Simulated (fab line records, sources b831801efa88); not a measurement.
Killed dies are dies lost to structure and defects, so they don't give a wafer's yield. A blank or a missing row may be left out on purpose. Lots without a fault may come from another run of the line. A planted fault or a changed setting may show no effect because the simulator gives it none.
fab line records | flow gf180mcu
record lots=5 wafers=15 last_day=34
route steps=602 shown M4@458 V4@476
lots that met no fault: from a run of the same line without faults
start_h: hours from the record's first day to the start of the lot's first wafer shown | wait_h: hours since the lot's step before | " the same as in the row above | L1.1+2: a row that stands for several wafers | - no value, or no start given | * or withheld: withheld | < > ~ a bound
route shown NAME@n: a module of which the file shows steps, and the number in the route of the first | usual: mean/standard deviation of fault-free wafers | same: alike in all rows | chamber/n: place in a boat | sites: the reading at each site | _std_site: their standard deviation | _edge_site: outer sites' mean less inner sites' | radius_mm: how far each site lies from the wafer's centre | mask NAME#n: copy n | behind: the tool/chamber that last shaped the wafer | hold: why the lot was held/for how many hours/how that ended | device: the transistor (n, p or np) that didn't switch | end of line: the same wafers' tests at the end of the route | a step without rows: its recipe alone | killed: dies lost to structure and defects at the first sort, not the wafer's yield | map: a wafer's dies, x killed, . not, _ none there
set.NAME: the setting as run; set.NAME@STEP: as run at that earlier step | model.NAME: the simulator's own value behind a step, which no gauge read
lots at some steps of the route; a table a step, a row a wafer
services: from which hour (start_h, from the record's first day; less than 0 if before it) a tool's chamber was out of use, for how many hours, and why
## steps
# step GF_M4_SPUTTER_02
# recipe material=AlCu target_thk_nm=450 power_w=10600 time_s=23.9 chamber_pressure_pa=0.4
# usual throttle_valve_pct=30.0/0.88
# columns lot.wafer tool chamber start_h wait_h throttle_valve_pct
L075.2 pvd_sputter-02 - 525.84 0.0 28.8
L075.3 " - " " 30.5
L075.6 " - " " 28.7
L076.3 pvd_sputter-02 - 536.19 0.0 31.8
L076.4 " - " " 30.0
L076.5 " - " " 30.2
L077.2 pvd_sputter-01 - 538.70 0.0 29.8
L077.3 " - " " 30.7
L077.5 " - " " 30.8
L094.1 pvd_sputter-03 - 670.40 0.0 30.1
L094.4 " - " " 31.1
L094.6 " - " " 30.9
L096.1 pvd_sputter-01 - 685.96 0.0 29.2
L096.2 " - " " 29.4
L096.3 " - " " 30.8
# step GF_M4_SPUTTER_03
# recipe material=Ti target_thk_nm=10 substrate_temp_c=300 chamber_pressure_pa=0.3 power_w=3000 time_s=6.7
# usual throttle_valve_pct=30.0/0.85
# columns lot.wafer tool chamber start_h wait_h throttle_valve_pct
L075.2 pvd_sputter-02 - 525.87 0.0 28.7
L075.3 " - " " 30.1
L075.6 " - " " 28.7
L076.3 pvd_sputter-02 - 536.22 0.0 31.4
L076.4 " - " " 30.2
L076.5 " - " " 29.9
L077.2 pvd_sputter-01 - 538.73 0.0 29.5
L077.3 " - " " 30.8
L077.5 " - " " 31.0
L094.1 pvd_sputter-03 - 670.43 0.0 30.1
L094.4 " - " " 30.7
L094.6 " - " " 30.6
L096.1 pvd_sputter-01 - 685.99 0.0 29.0
L096.2 " - " " 29.6
L096.3 " - " " 30.9
# step GF_M4_SPUTTER_04
# recipe material=TiN target_thk_nm=50 power_w=6500 time_s=41.7 chamber_pressure_pa=0.4
# usual throttle_valve_pct=30.0/0.88
# columns lot.wafer tool chamber start_h wait_h throttle_valve_pct
L075.2 pvd_sputter-02 - 525.89 0.0 28.9
L075.3 " - " " 30.2
L075.6 " - " " 28.6
L076.3 pvd_sputter-02 - 536.24 0.0 31.7
L076.4 " - " " 30.1
L076.5 " - " " 30.2
L077.2 pvd_sputter-01 - 538.75 0.0 29.6
L077.3 " - " " 30.9
L077.5 " - " " 30.8
L094.1 pvd_sputter-03 - 670.45 0.0 29.9
L094.4 " - " " 30.8
L094.6 " - " " 31.0
L096.1 pvd_sputter-01 - 686.01 0.0 29.1
L096.2 " - " " 29.7
L096.3 " - " " 30.7
# step GF_M4_RS_MEAS_05
# recipe thk_meas_gauge=four-point-probe reads=TiN_of_M4_SPUTTER_04+Ti_of_M4_SPUTTER_03+AlCu_of_M4_SPUTTER_02+TiN_of_M4_SPUTTER_01+Ti_of_M4_SPUTTER_00
# usual M4_ALCU_RS=0.0696/0.00077
# columns lot.wafer tool chamber start_h wait_h M4_ALCU_RS[ohm/sq]
L075.2 film_metro-02 - 525.95 0.0 0.0705
L075.3 " - " " 0.0701
L075.6 " - " " 0.0705
L076.3 film_metro-01 - 536.32 0.1 0.0691
L076.4 " - " " 0.0689
L076.5 " - " " 0.0686
L077.2 film_metro-01 - 538.81 0.0 0.0694
L077.3 " - " " 0.0705
L077.5 " - " " 0.0706
L094.1 film_metro-03 - 670.49 0.0 0.0696
L094.4 " - " " 0.0696
L094.6 " - " " 0.0696
L096.1 film_metro-02 - 686.05 0.0 0.0698
L096.2 " - " " 0.0702
L096.3 " - " " 0.0709
# step GF_M4_THK_MEAS_06
# recipe thk_meas_gauge=xrf reads=AlCu_of_M4_SPUTTER_02
# usual M4_ALCU_THK=446/5.4
# columns lot.wafer tool chamber start_h wait_h M4_ALCU_THK[nm]
L075.2 film_metro-02 - 526.06 0.1 437
L075.3 " - " " 443
L075.6 " - " " 437
L076.3 film_metro-01 - 536.42 0.1 449
L076.4 " - " " 452
L076.5 " - " " 452
L077.2 film_metro-01 - 538.92 0.1 448
L077.3 " - " " 444
L077.5 " - " " 443
L094.1 film_metro-03 - 670.61 0.1 443
L094.4 " - " " 444
L094.6 " - " " 443
L096.1 film_metro-02 - 686.17 0.1 445
L096.2 " - " " 441
L096.3 " - " " 439
# step GF_M4_DEHYDRATE_07
# recipe temp_c=200 time_s=60
# usual plate_temp_C=199.98/0.16
# columns lot.wafer tool chamber start_h wait_h plate_temp_C
L075.2 litho_track-03 0 536.98 10.9 199.95
L075.3 " 0 " " 199.75
L075.6 " 0 " " 200.09
L076.3 litho_track-03 0 546.60 10.2 200.07
L076.4 " 0 " " 199.86
L076.5 " 0 " " 199.69
L077.2 litho_track-01 0 549.23 10.3 200.32
L077.3 " 0 " " 200.19
L077.5 " 0 " " 200.26
L094.1 litho_track-01 0 679.10 8.5 200.07
L094.4 " 0 " " 199.65
L094.6 " 0 " " 199.76
L096.1 litho_track-03 0 695.35 9.2 199.82
L096.2 " 0 " " 199.98
L096.3 " 0 " " 200.08
# step GF_M4_HMDS_08
# recipe prime_time_s=60 prime_temp_c=120
# columns lot.wafer tool chamber start_h wait_h
L075.2+3+6 litho_track-03 0 537.13 0.1
L076.3+4+5 litho_track-03 0 546.75 0.1
L077.2+3+5 litho_track-01 0 549.38 0.1
L094.1+4+6 litho_track-01 0 679.25 0.1
L096.1+2+3 litho_track-03 0 695.50 0.1
# step GF_M4_COAT_09
# recipe resist=KrF spin_rpm=withheld resist_thk_nm=1000
# columns lot.wafer tool chamber start_h wait_h
L075.2+3+6 litho_track-03 0 537.28 0.1
L076.3+4+5 litho_track-03 0 546.90 0.1
L077.2+3+5 litho_track-01 0 549.53 0.1
L094.1+4+6 litho_track-01 0 679.40 0.1
L096.1+2+3 litho_track-03 0 695.65 0.1
# step GF_M4_SOFTBAKE_10
# recipe temp_c=130 time_s=60 resist=KrF
# usual plate_temp_C=130.03/0.13
# columns lot.wafer tool chamber start_h wait_h plate_temp_C
L075.2 litho_track-03 0 537.43 0.1 130.01
L075.3 " 0 " " 130.08
L075.6 " 0 " " 130.14
L076.3 litho_track-03 0 547.05 0.1 130.02
L076.4 " 0 " " 130.22
L076.5 " 0 " " 130.30
L077.2 litho_track-01 0 549.68 0.1 130.01
L077.3 " 0 " " 130.21
L077.5 " 0 " " 129.88
L094.1 litho_track-01 0 679.55 0.1 130.22
L094.4 " 0 " " 130.24
L094.6 " 0 " " 129.94
L096.1 litho_track-03 0 695.80 0.1 130.11
L096.2 " 0 " " 130.01
L096.3 " 0 " " 130.08
# step GF_M4_EXPOSE_11
# recipe mask_id=Metal4 target_cd_nm=280 na=0.68 source_shape=conventional sigma_outer=0.6 dose_mj=28
# columns lot.wafer tool chamber start_h wait_h mask
L075.2+3+6 krf_scanner-02 0 - - Metal4#0
L076.3+4+5 krf_scanner-01 0 - - Metal4#0
L077.2+3+5 krf_scanner-02 0 - - Metal4#0
L094.1+4+6 krf_scanner-02 0 - - Metal4#0
L096.1+2+3 krf_scanner-01 0 - - Metal4#0
# step GF_M4_PEB_12
# recipe peb_temp_c=135 peb_time_s=90 resist=KrF
# usual plate_temp_C=135.06/0.13
# columns lot.wafer tool chamber start_h wait_h plate_temp_C
L075.2 litho_track-03 0 - - 135.16
L075.3 " 0 " " 135.05
L075.6 " 0 " " 134.96
L076.3 litho_track-02 0 - - 134.92
L076.4 " 0 " " 135.04
L076.5 " 0 " " 135.07
L077.2 litho_track-01 0 - - 135.11
L077.3 " 0 " " 135.19
L077.5 " 0 " " 135.09
L094.1 litho_track-02 0 - - 135.00
L094.4 " 0 " " 134.94
L094.6 " 0 " " 135.03
L096.1 litho_track-03 0 - - 134.89
L096.2 " 0 " " 134.67
L096.3 " 0 " " 134.93
# step GF_M4_DEVELOP_13
# recipe develop_time_s=60 dev_temp_c=21
# columns lot.wafer tool chamber start_h wait_h
L075.2+3+6 litho_track-03 0 548.43 0.2
L076.3+4+5 litho_track-02 0 558.06 0.1
L077.2+3+5 litho_track-01 0 561.38 0.2
L094.1+4+6 litho_track-02 0 689.15 0.2
L096.1+2+3 litho_track-03 0 704.10 0.2
# step GF_M4_CD_MEAS_14
# recipe target_cd_nm=280
# usual cd_nm=280.2/1.2
# columns lot.wafer tool chamber start_h wait_h cd_nm
L075.2 cd_sem-01 - 548.57 0.1 279.0
L075.3 " - " " 278.2
L075.6 " - " " 278.9
L076.3 cd_sem-01 - 558.20 0.1 281.7
L076.4 " - " " 280.1
L076.5 " - " " 280.8
L077.2 cd_sem-02 - 561.52 0.1 278.1
L077.3 " - " " 280.9
L077.5 " - " " 278.4
L094.1 cd_sem-01 - 689.30 0.1 281.7
L094.4 " - " " 281.5
L094.6 " - " " 280.4
L096.1 cd_sem-02 - 704.25 0.1 279.5
L096.2 " - " " 279.9
L096.3 " - " " 277.7
# step GF_M4_OVL_MEAS_15
# usual M4_OVL=-5/6.2
# columns lot.wafer tool chamber start_h wait_h M4_OVL[nm]
L075.2 overlay-01 - 548.68 0.1 -1
L075.3 " - " " 3
L075.6 " - " " -5
L076.3 overlay-02 - 558.29 0.1 -1
L076.4 " - " " -5
L076.5 " - " " 3
L077.2 overlay-01 - 561.63 0.1 -13
L077.3 " - " " -14
L077.5 " - " " -18
L094.1 overlay-01 - 689.42 0.1 -3
L094.4 " - " " -13
L094.6 " - " " -11
L096.1 overlay-01 - 704.37 0.1 -6
L096.2 " - " " -3
L096.3 " - " " -8
# step GF_M4_METAL_ETCH_16
# recipe chemistry=Cl2/BCl3 mask_material=KrF target_depth_nm=627.5 stop_on=SiO2 pressure_mtorr=8 icp_w=800 bias_w=140 Cl2_flow_sccm=80 bcl3_flow_sccm=40 time_s=104.6
# usual bcl3_flow_sccm=39.98/0.11 drypump_motor_current_A=5.8/0.51 oes_product_au=0.971/0.0061 rf_fwd_power_W=795.7/2.2 throttle_valve_pct=28.250/0.011
# columns lot.wafer tool chamber start_h wait_h bcl3_flow_sccm drypump_motor_current_A oes_product_au rf_fwd_power_W rf_hours_counter_h throttle_valve_pct
L075.2 rie_metal-03 0 548.71 0.0 40.05 5.7 0.973 795.0 10 28.252
L075.3 " 0 " " 39.99 5.7 0.971 796.7 - 28.243
L075.6 " 0 " " 39.98 5.7 0.969 793.5 - 28.238
L076.3 rie_metal-02 1 558.35 0.1 39.93 5.0 0.979 795.7 - 28.236
L076.4 " 0 " " 40.01 5.4 0.977 796.6 - 28.240
L076.5 " 1 " " 39.80 5.0 0.973 796.0 - 28.231
L077.2 rie_metal-03 1 561.66 0.0 40.07 6.0 0.974 793.6 1 28.247
L077.3 " 0 " " 40.08 5.7 0.964 795.9 - 28.262
L077.5 " 0 " " 40.11 5.7 0.964 793.1 - 28.260
L094.1 rie_metal-01 1 689.46 0.0 39.99 6.3 0.966 796.3 4 28.255
L094.4 " 1 " " 40.01 6.4 0.977 798.0 - 28.266
L094.6 " 0 " " 39.90 6.4 0.964 796.7 - 28.274
L096.1 rie_metal-03 1 704.40 0.0 40.13 6.1 0.979 794.3 5 28.252
L096.2 " 0 " " 40.00 5.7 0.965 796.3 1 28.248
L096.3 " 0 " " 39.87 5.7 0.958 792.9 - 28.260
# step GF_M4_STRIP_17
# recipe chemistry=O2/N2 power_w=1400 pressure_mtorr=1500 platen_temp_c=250 o2_flow_sccm=3000 n2_flow_sccm=300 overash_fraction=0.5
# usual drypump_motor_current_A=5.7/0.32 heater_power_w=324/12 oes_product_au=0.557/0.0053 strip_time_to_endpoint_s=7.87/0.043
# columns lot.wafer tool chamber start_h wait_h drypump_motor_current_A heater_power_w oes_product_au rf_hours_counter_h strip_time_to_endpoint_s
L075.2 plasma_asher-03 1 548.82 0.1 6.2 338 0.558 78 7.83
L075.3 " 0 " " 5.4 330 0.557 - 7.84
L075.6 " 0 " " 5.4 325 0.562 - 7.84
L076.3 plasma_asher-03 1 558.46 0.1 6.2 330 0.558 - 7.87
L076.4 " 0 " " 5.4 331 0.554 - 7.80
L076.5 " 0 " " 5.4 337 0.560 - 7.83
L077.2 plasma_asher-02 1 561.77 0.1 5.8 296 0.565 11 7.93
L077.3 " 1 " " 5.8 314 0.561 - 7.92
L077.5 " 0 " " 5.5 326 0.553 - 7.94
L094.1 plasma_asher-02 0 689.57 0.1 5.5 313 0.552 25 7.81
L094.4 " 1 " " 5.8 309 0.551 - 7.82
L094.6 " 1 " " 5.8 302 0.560 - 7.86
L096.1 plasma_asher-03 0 704.52 0.1 5.4 327 0.554 92 7.87
L096.2 " 1 " " 6.2 331 0.546 92 7.85
L096.3 " 1 " " 6.2 320 0.553 - 7.82
# step GF_M4_STRIP_18
# recipe chemistry=post_etch_residue_remover time_s=1200 temp_c=72.5
# columns lot.wafer tool chamber start_h wait_h
L075.2+3+6 wet_bench-02 0 548.92 0.1
L076.3+4+5 wet_bench-04 0 558.52 0.0
L077.2+3+5 wet_bench-02 1 561.87 0.1
L094.1+4+6 wet_bench-02 1 689.67 0.1
L096.1+2+3 wet_bench-02 1 704.62 0.1
# step GF_M4_CLEAN_19
# recipe chemistry=DIW dry=n2_spin
# columns lot.wafer tool chamber start_h wait_h
L075.2+3+6 wet_bench-04 1 549.26 0.0
L076.3+4+5 wet_bench-01 3 558.87 0.0
L077.2+3+5 wet_bench-01 3 562.21 0.0
L094.1+4+6 wet_bench-04 1 690.01 0.0
L096.1+2+3 wet_bench-04 1 704.96 0.0
# step GF_V4_CVD_00
# recipe material=SiO2 target_thk_nm=600 sigma_open_frac=0.3 temp_c=400 time_s=100 sih4_flow_sccm=60 pressure_mtorr=6
# columns lot.wafer tool chamber start_h wait_h
L075.2+3+6 hdpcvd-01 0,1,0 549.35 0.0
L076.3+4+5 hdpcvd-02 2,2,1 558.97 0.0
L077.2+3+5 hdpcvd-01 2,1,1 562.31 0.0
L094.1+4+6 hdpcvd-02 2,1,2 690.11 0.0
L096.1+2+3 hdpcvd-01 1,2,0 705.05 0.0
# step GF_V4_THK_MEAS_01
# recipe reads=SiO2_of_V4_CVD_00
# usual V4_CVD_00_THK=598/6.6
# columns lot.wafer tool chamber start_h wait_h V4_CVD_00_THK[nm]
L075.2 film_metro-03 - 549.43 0.0 601
L075.3 " - " " 604
L075.6 " - " " 591
L076.3 film_metro-02 - 559.06 0.1 599
L076.4 " - " " 605
L076.5 " - " " 596
L077.2 film_metro-02 - 562.40 0.0 586
L077.3 " - " " 605
L077.5 " - " " 603
L094.1 film_metro-03 - 690.19 0.0 598
L094.4 " - " " 594
L094.6 " - " " 606
L096.1 film_metro-02 - 705.13 0.0 604
L096.2 " - " " 596
L096.3 " - " " 600
# step GF_V4_CVD_02
# recipe material=SiO2 target_thk_nm=850 precursor=TEOS temp_c=400 time_s=94.851 rf_w=600
# usual heater_power_w=553/100 rf_fwd_power_W=597.2/1.9
# columns lot.wafer tool chamber start_h wait_h heater_power_w rf_fwd_power_W
L075.2 pecvd-04 2 549.48 0.0 650 595.2
L075.3 " 0 " " 557 598.7
L075.6 " 1 " " 451 596.0
L076.3 pecvd-02 2 559.13 0.1 604 592.9
L076.4 " 1 " " 753 598.3
L076.5 " 1 " " 598 600.7
L077.2 pecvd-04 0 562.45 0.0 554 592.6
L077.3 " 1 " " 506 597.6
L077.5 " 2 " " 588 597.9
L094.1 pecvd-01 0 690.25 0.1 521 597.1
L094.4 " 2 " " 600 594.8
L094.6 " 0 " " 549 596.1
L096.1 pecvd-02 2 705.19 0.1 594 595.7
L096.2 " 0 " " 365 600.0
L096.3 " 1 " " 754 599.6
# step GF_V4_THK_MEAS_03
# recipe reads=SiO2_of_V4_CVD_02
# usual V4_CVD_02_THK=850/10
# columns lot.wafer tool chamber start_h wait_h V4_CVD_02_THK[nm]
L075.2 film_metro-02 - 549.56 0.0 843
L075.3 " - " " 841
L075.6 " - " " 856
L076.3 film_metro-04 - 559.22 0.1 852
L076.4 " - " " 857
L076.5 " - " " 853
L077.2 film_metro-03 - 562.52 0.0 841
L077.3 " - " " 837
L077.5 " - " " 858
L094.1 film_metro-04 - 690.32 0.0 848
L094.4 " - " " 857
L094.6 " - " " 851
L096.1 film_metro-02 - 705.25 0.0 847
L096.2 " - " " 846
L096.3 " - " " 845
# step GF_V4_CMP_04
# recipe material=SiO2 down_force_psi=4 platen_rpm=60 pad_velocity_m_s=0.94248
# usual motor_current_A=12.1/1.4 platen_rpm=60.01/0.037 slurry_filter_dp_kPa=13.50/0.13 time_to_endpoint_s=80/4.2
# columns lot.wafer tool chamber start_h wait_h motor_current_A platen_rpm slurry_filter_dp_kPa time_to_endpoint_s
L075.3 cmp-02 3 549.71 0.1 11.5 60.00 13.46 68
L075.2 " 0 " " 13.7 60.04 13.31 74
L075.6 " 1 " " 11.4 60.10 13.59 78
L076.4 cmp-02 2 559.26 0.0 12.3 60.04 13.64 89
L076.3 " 0 " " 14.3 59.98 13.44 82
L076.5 " 3 " " 11.5 59.94 13.47 83
L077.2 cmp-02 0 562.57 0.0 13.8 60.01 13.54 78
L077.3 " 2 " " 12.7 59.97 13.63 77
L077.5 " 0 " " 14.7 59.96 13.49 83
L094.1 cmp-01 1 690.38 0.1 11.3 59.98 13.48 78
L094.4 " 3 " " 14.9 59.98 13.61 82
L094.6 " 2 " " 10.5 59.98 13.55 78
L096.2 cmp-01 3 705.31 0.0 14.8 60.00 13.41 75
L096.3 " 0 " " 11.0 59.99 13.32 80
L096.1 " 1 " " 10.9 60.07 13.58 77
# step GF_V4_BOW_MEAS_05
# recipe mode=bow
# usual V4_BOW=136/10
# columns lot.wafer tool chamber start_h wait_h V4_BOW[um]
L075.2 film_metro-04 - 549.93 0.1 128
L075.3 " - " " 128
L075.6 " - " " 141
L076.3 film_metro-02 - 559.60 0.2 149
L076.4 " - " " 158
L076.5 " - " " 160
L077.2 film_metro-03 - 562.89 0.3 147
L077.3 " - " " 139
L077.5 " - " " 134
L094.1 film_metro-04 - 690.68 0.2 126
L094.4 " - " " 138
L094.6 " - " " 138
L096.1 film_metro-02 - 705.61 0.1 135
L096.2 " - " " 131
L096.3 " - " " 139
# step GF_V4_DEHYDRATE_06
# recipe temp_c=200 time_s=60
# usual plate_temp_C=200.04/0.16
# columns lot.wafer tool chamber start_h wait_h plate_temp_C
L075.2 litho_track-02 0 560.98 11.0 200.07
L075.3 " 0 " " 199.73
L075.6 " 0 " " 200.12
L076.3 litho_track-04 0 569.91 10.3 200.21
L076.4 " 0 " " 200.22
L076.5 " 0 " " 200.16
L077.2 litho_track-04 0 573.04 10.1 199.88
L077.3 " 0 " " 200.20
L077.5 " 0 " " 200.04
L094.1 litho_track-04 0 699.01 8.3 199.92
L094.4 " 0 " " 200.06
L094.6 " 0 " " 200.14
L096.1 litho_track-01 0 714.10 8.5 200.27
L096.2 " 0 " " 200.10
L096.3 " 0 " " 200.10
# step GF_V4_HMDS_07
# recipe prime_time_s=60 prime_temp_c=120
# columns lot.wafer tool chamber start_h wait_h
L075.2+3+6 litho_track-02 0 561.13 0.1
L076.3+4+5 litho_track-04 0 570.06 0.1
L077.2+3+5 litho_track-04 0 573.19 0.1
L094.1+4+6 litho_track-04 0 699.16 0.1
L096.1+2+3 litho_track-01 0 714.25 0.1
# step GF_V4_COAT_08
# recipe resist=BARC temp_c=withheld time_s=withheld spin_rpm=withheld resist_thk_nm=withheld
# columns lot.wafer tool chamber start_h wait_h
L075.2+3+6 litho_track-02 0 561.28 0.1
L076.3+4+5 litho_track-04 0 570.21 0.1
L077.2+3+5 litho_track-04 0 573.34 0.1
L094.1+4+6 litho_track-04 0 699.31 0.1
L096.1+2+3 litho_track-01 0 714.40 0.1
# step GF_V4_COAT_09
# recipe resist=KrF spin_rpm=withheld resist_thk_nm=1000
# columns lot.wafer tool chamber start_h wait_h
L075.2+3+6 litho_track-02 0 - -
L076.3+4+5 litho_track-04 0 - -
L077.2+3+5 litho_track-04 0 - -
L094.1+4+6 litho_track-04 0 - -
L096.1+2+3 litho_track-01 0 - -
# step GF_V4_SOFTBAKE_10
# recipe temp_c=130 time_s=60 resist=KrF
# usual plate_temp_C=130.02/0.14
# columns lot.wafer tool chamber start_h wait_h plate_temp_C
L075.2 litho_track-02 0 - - 129.64
L075.3 " 0 " " 129.93
L075.6 " 0 " " 129.73
L076.3 litho_track-04 0 - - 130.09
L076.4 " 0 " " 130.26
L076.5 " 0 " " 130.09
L077.2 litho_track-04 0 - - 130.18
L077.3 " 0 " " 130.21
L077.5 " 0 " " 130.33
L094.1 litho_track-04 0 - - 129.85
L094.4 " 0 " " 129.81
L094.6 " 0 " " 129.89
L096.1 litho_track-01 0 - - 130.16
L096.2 " 0 " " 130.17
L096.3 " 0 " " 130.14
# step GF_V4_EXPOSE_11
# recipe mask_id=Via4 target_cd_nm=260 na=0.68 source_shape=conventional sigma_outer=0.6 dose_mj=38
# columns lot.wafer tool chamber start_h wait_h mask
L075.2+3+6 krf_scanner-01 0 - - Via4#0
L076.3+4+5 krf_scanner-02 0 - - Via4#0
L077.2+3+5 krf_scanner-02 0 - - Via4#0
L094.1+4+6 krf_scanner-02 0 - - Via4#0
L096.1+2+3 krf_scanner-01 0 - - Via4#0
# step GF_V4_PEB_12
# recipe peb_temp_c=135 peb_time_s=90 resist=KrF
# usual plate_temp_C=135.01/0.13
# columns lot.wafer tool chamber start_h wait_h plate_temp_C
L075.2 litho_track-01 0 - - 134.94
L075.3 " 0 " " 134.73
L075.6 " 0 " " 134.76
L076.3 litho_track-02 0 - - 134.96
L076.4 " 0 " " 135.07
L076.5 " 0 " " 134.88
L077.2 litho_track-01 0 - - 135.28
L077.3 " 0 " " 135.23
L077.5 " 0 " " 135.07
L094.1 litho_track-02 0 - - 134.95
L094.4 " 0 " " 134.75
L094.6 " 0 " " 134.91
L096.1 litho_track-01 0 - - 135.22
L096.2 " 0 " " 135.07
L096.3 " 0 " " 135.23
# step GF_V4_DEVELOP_13
# recipe develop_time_s=60 resist=KrF dev_temp_c=21
# columns lot.wafer tool chamber start_h wait_h
L075.2+3+6 litho_track-01 0 572.38 0.2
L076.3+4+5 litho_track-02 0 581.56 0.1
L077.2+3+5 litho_track-01 0 584.38 0.2
L094.1+4+6 litho_track-02 0 708.60 0.2
L096.1+2+3 litho_track-01 0 722.75 0.2
# step GF_V4_CD_MEAS_14
# recipe target_cd_nm=260
# usual cd_nm=260.1/1.1
# columns lot.wafer tool chamber start_h wait_h cd_nm
L075.2 cd_sem-01 - 572.52 0.1 259.9
L075.3 " - " " 259.5
L075.6 " - " " 259.3
L076.3 cd_sem-01 - 581.70 0.1 258.7
L076.4 " - " " 259.5
L076.5 " - " " 259.7
L077.2 cd_sem-02 - 584.52 0.1 260.0
L077.3 " - " " 260.8
L077.5 " - " " 261.7
L094.1 cd_sem-02 - 708.75 0.1 259.1
L094.4 " - " " 258.2
L094.6 " - " " 259.3
L096.1 cd_sem-01 - 722.90 0.1 260.6
L096.2 " - " " 261.2
L096.3 " - " " 261.4
# step GF_V4_OVL_MEAS_15
# usual V4_OVL=4/6.1
# columns lot.wafer tool chamber start_h wait_h V4_OVL[nm]
L075.2 overlay-01 - 572.63 0.1 10
L075.3 " - " " 12
L075.6 " - " " 10
L076.3 overlay-01 - 581.79 0.1 15
L076.4 " - " " 18
L076.5 " - " " 8
L077.2 overlay-02 - 584.63 0.1 7
L077.3 " - " " 10
L077.5 " - " " 13
L094.1 overlay-02 - 708.87 0.1 4
L094.4 " - " " 4
L094.6 " - " " 8
L096.1 overlay-02 - 723.02 0.1 -4
L096.2 " - " " 0
L096.3 " - " " -3
# step GF_V4_ETCH_16
# recipe chemistry=N2/H2 target_depth_a=withheld overetch_a=withheld time_s=withheld target=BARC ion_energy_ev=200 source_w=500 bias_w=100 pressure_mtorr=30 n2_flow_sccm=100 h2_flow_sccm=200
# usual drypump_motor_current_A=5.8/0.42 h2_flow_sccm=200.0/0.59 oes_product_au=0.854/0.0051 rf_fwd_power_W=494.6/2 throttle_valve_pct=13.224/0.01
# columns lot.wafer tool chamber start_h wait_h drypump_motor_current_A h2_flow_sccm oes_product_au rf_fwd_power_W throttle_valve_pct
L075.2 rie_diel-01 2 572.66 0.0 6.5 199.1 0.855 494.3 13.219
L075.3 " 3 " " 5.8 199.6 0.849 494.2 13.224
L075.6 " 2 " " 6.5 199.3 0.850 493.7 13.224
L076.3 rie_diel-03 3 581.81 0.0 5.4 200.0 0.859 495.8 13.227
L076.4 " 1 " " 5.5 200.5 0.847 491.8 13.218
L076.5 " 0 " " 5.7 200.0 0.861 493.6 13.239
L077.2 rie_diel-01 2 584.66 0.0 6.4 199.7 0.863 495.6 13.228
L077.3 " 1 " " 5.8 200.6 0.851 497.2 13.218
L077.5 " 1 " " 5.8 200.1 0.849 496.3 13.223
L094.1 rie_diel-04 3 708.91 0.0 6.0 199.8 0.849 492.8 13.231
L094.4 " 0 " " 6.1 201.0 0.856 494.4 13.226
L094.6 " 3 " " 6.0 199.9 0.855 492.8 13.221
L096.1 rie_diel-03 3 723.06 0.0 5.4 200.3 0.855 496.7 13.212
L096.2 " 1 " " 5.5 200.7 0.852 496.7 13.216
L096.3 " 2 " " 5.6 199.4 0.861 496.5 13.211
# step GF_V4_ETCH_17
# recipe chemistry=C4F8/O2/Ar mask_material=KrF target=SiO2 stop_on=TiN source_w=1500 bias_w=1200 pressure_mtorr=40 c4f8_flow_sccm=withheld O2_flow_sccm=6 Ar_flow_sccm=300 time_s=withheld target_depth_a=6300
# usual oes_product_au=0.855/0.0044 rf_fwd_power_W=1492/4.7
# columns lot.wafer tool chamber start_h wait_h oes_product_au rf_fwd_power_W
L075.2 rie_diel-01 2 - - 0.853 1493
L075.3 " 3 " " 0.860 1491
L075.6 " 2 " " 0.859 1497
L076.3 rie_diel-03 3 - - 0.860 1496
L076.4 " 1 " " 0.852 1489
L076.5 " 0 " " 0.853 1494
L077.2 rie_diel-01 2 - - 0.851 1484
L077.3 " 1 " " 0.863 1497
L077.5 " 1 " " 0.854 1493
L094.1 rie_diel-04 3 - - 0.854 1488
L094.4 " 0 " " 0.848 1493
L094.6 " 3 " " 0.855 1479
L096.1 rie_diel-03 3 - - 0.850 1496
L096.2 " 1 " " 0.856 1493
L096.3 " 2 " " 0.863 1498
# step GF_V4_STRIP_18
# recipe chemistry=O2/N2 power_w=1400 pressure_mtorr=1500 platen_temp_c=250 o2_flow_sccm=3000 n2_flow_sccm=300 overash_fraction=0.5
# usual drypump_motor_current_A=5.51/0.21 heater_power_w=322/11 oes_product_au=0.592/0.0047
# columns lot.wafer tool chamber start_h wait_h drypump_motor_current_A heater_power_w oes_product_au rf_hours_counter_h
L075.2 plasma_asher-02 0 572.79 - 5.55 328 0.591 12
L075.3 " 0 " " 5.53 322 0.597 -
L075.6 " 1 " " 5.82 309 0.591 -
L076.3 plasma_asher-02 1 581.97 - 5.83 306 0.588 -
L076.4 " 0 " " 5.53 322 0.593 -
L076.5 " 0 " " 5.53 311 0.590 -
L077.2 plasma_asher-04 0 584.79 - 5.24 333 0.592 50
L077.3 " 1 " " 5.57 334 0.592 -
L077.5 " 0 " " 5.23 322 0.588 -
L094.1 plasma_asher-04 1 709.04 - 5.58 339 0.591 64
L094.4 " 0 " " 5.17 329 0.590 -
L094.6 " 0 " " 5.17 338 0.595 -
L096.1 plasma_asher-04 1 723.19 - 5.62 333 0.603 66
L096.2 " 0 " " 5.20 318 0.594 66
L096.3 " 0 " " 5.23 332 0.585 -
# step GF_V4_STRIP_19
# recipe chemistry=post_etch_residue_remover time_s=1200 temp_c=72.5
# columns lot.wafer tool chamber start_h wait_h
L075.2+3+6 wet_bench-02 0 572.89 0.1
L076.3+4+5 wet_bench-02 1 582.04 0.0
L077.2+3+5 wet_bench-03 2 584.89 0.1
L094.1+4+6 wet_bench-04 2 709.14 0.1
L096.1+2+3 wet_bench-04 1 723.29 0.1
# step GF_V4_CLEAN_20
# recipe chemistry=DIW dry=n2_spin
# columns lot.wafer tool chamber start_h wait_h
L075.2+3+6 wet_bench-04 2 573.23 0.0
L076.3+4+5 wet_bench-03 0 582.41 0.0
L077.2+3+5 wet_bench-04 2 585.23 0.0
L094.1+4+6 wet_bench-03 2 709.48 0.0
L096.1+2+3 wet_bench-02 3 723.63 0.0
## services
# columns tool chamber start_h hours kind
krf_scanner-02 - 503.93 3.0 repair
krf_scanner-01 - 509.10 0.8 pm
rie_diel-03 2 516.93 5.5 repair
plasma_asher-02 - 519.90 7.4 repair
krf_scanner-02 - 529.80 6.3 repair
krf_scanner-02 - 531.94 5.5 repair
krf_scanner-01 - 537.47 1.0 pm
rie_diel-03 3 542.58 7.0 repair
rie_diel-01 3 542.76 3.3 repair
plasma_asher-02 - 556.33 2.8 pm
krf_scanner-02 - 556.81 1.0 pm
rie_diel-03 - 560.23 0.5 repair
rie_diel-01 0 575.98 15.7 repair
rie_diel-01 0 593.46 12.1 repair
krf_scanner-02 - 594.68 0.8 pm
krf_scanner-02 - 597.87 1.3 pm
rie_diel-01 1 608.02 3.5 repair
krf_scanner-02 - 631.75 6.3 repair
rie_diel-01 1 650.19 8.3 repair
pvd_sputter-01 - 650.81 1.4 repair
krf_scanner-01 - 652.56 1.3 pm
krf_scanner-01 - 674.15 9.2 repair
krf_scanner-01 - 677.02 5.9 repair
krf_scanner-02 - 697.67 0.2 repair
## key
fault none
